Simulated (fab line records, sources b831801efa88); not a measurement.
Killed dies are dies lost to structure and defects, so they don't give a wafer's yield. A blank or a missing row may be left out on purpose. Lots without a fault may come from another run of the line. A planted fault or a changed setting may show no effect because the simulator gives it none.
Problem report in the 8D (eight disciplines) form, filled by code | flow gf180mcu | the parts of the form that need people (team, actions taken, sign-off) are left out

1. THE PROBLEM
exposure_dose_mJ_cm2 at GF_LVPWELL_EXPOSE_04 reads a mean of 268.83 on 6 wafers of 2 lots; wafers without a fault read 260.04 with a standard deviation of 0.26. That is +34 standard deviations from the usual mean.
The step: exposes mask LVPWELL, target cd 600 nm.
First seen on wafer L824.2, day 5 23:31, on iline_stepper-02. The record holds 39 wafers of 13 lots with a number at this step. Rule for "out", or "out of limits": more than 4 standard deviations from the usual mean. The other wafers with a number count as sound.

2. WHAT IT IS AND WHAT IT IS NOT
question                    | is                     | is not
which readings at this step | exposure_dose_mJ_cm2   | -
which lots                  | L824, L827             | L815, L816, L818, L823, L829, L830, L832, L833, L834, L837, L838
which wafers of those lots  | all that have a number | -
read on which tools         | iline_stepper-02       | iline_stepper-01
when                        | from day 5 23:31       | up to then (12 sound wafers); but 21 sound wafers of L829, L830, L832, L833, L834, L837, L838 came after

3. SUSPECTS, AND WHAT RULES EACH OUT
Counting: a tool at a process step up to the reading stays a suspect if it ran every lot that is out and no sound lot after the first of them.
- iline_stepper-02 at GF_LVPWELL_EXPOSE_04 (exposes mask LVPWELL, target cd 600 nm): kept. It ran every lot that is out, first L824 (day 5 23:31), and no sound lot after that; its last sound lot up to then is L823 (day 5 10:52). Its own readings are out on those wafers: exposure_dose_mJ_cm2.
Left after counting: iline_stepper-02 at GF_LVPWELL_EXPOSE_04.

4. THE CAUSE (what the simulator had put in)
Process parameter drift: iline_stepper-02, from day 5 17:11 on, at GF_LVPWELL_EXPOSE_04. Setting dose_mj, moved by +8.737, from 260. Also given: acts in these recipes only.
Counting left only this tool.

5. THE CHAIN OF EFFECTS, in route order
Each row: a reading whose mean over the struck wafers that have a number lies more than 3 standard deviations from the usual. Only readings for which the record gives a usual standard deviation are gone through. hours: the time from each lot's start at the first step in this table that gives one to its start at this step, as a median over the lots. sigmas: the change in usual standard deviations.
hours | step                 | reading              | usual  | on struck wafers | change | sigmas
0     | GF_LVPWELL_EXPOSE_04 | exposure_dose_mJ_cm2 | 260.04 | 268.83           | +8.79  | +34
The process steps in it:
- GF_LVPWELL_EXPOSE_04: exposes mask LVPWELL, target cd 600 nm.
Later measuring or inspecting steps at which every struck wafer that the step has a row for has a number for every such reading, and none has moved that far: GF_MVSD_OVL_MEAS_07.

6. WHAT WOULD HAVE CAUGHT IT SOONER
In this record the first reading out of limits was taken at day 5 23:31, 6 hours after the fault began at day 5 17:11.
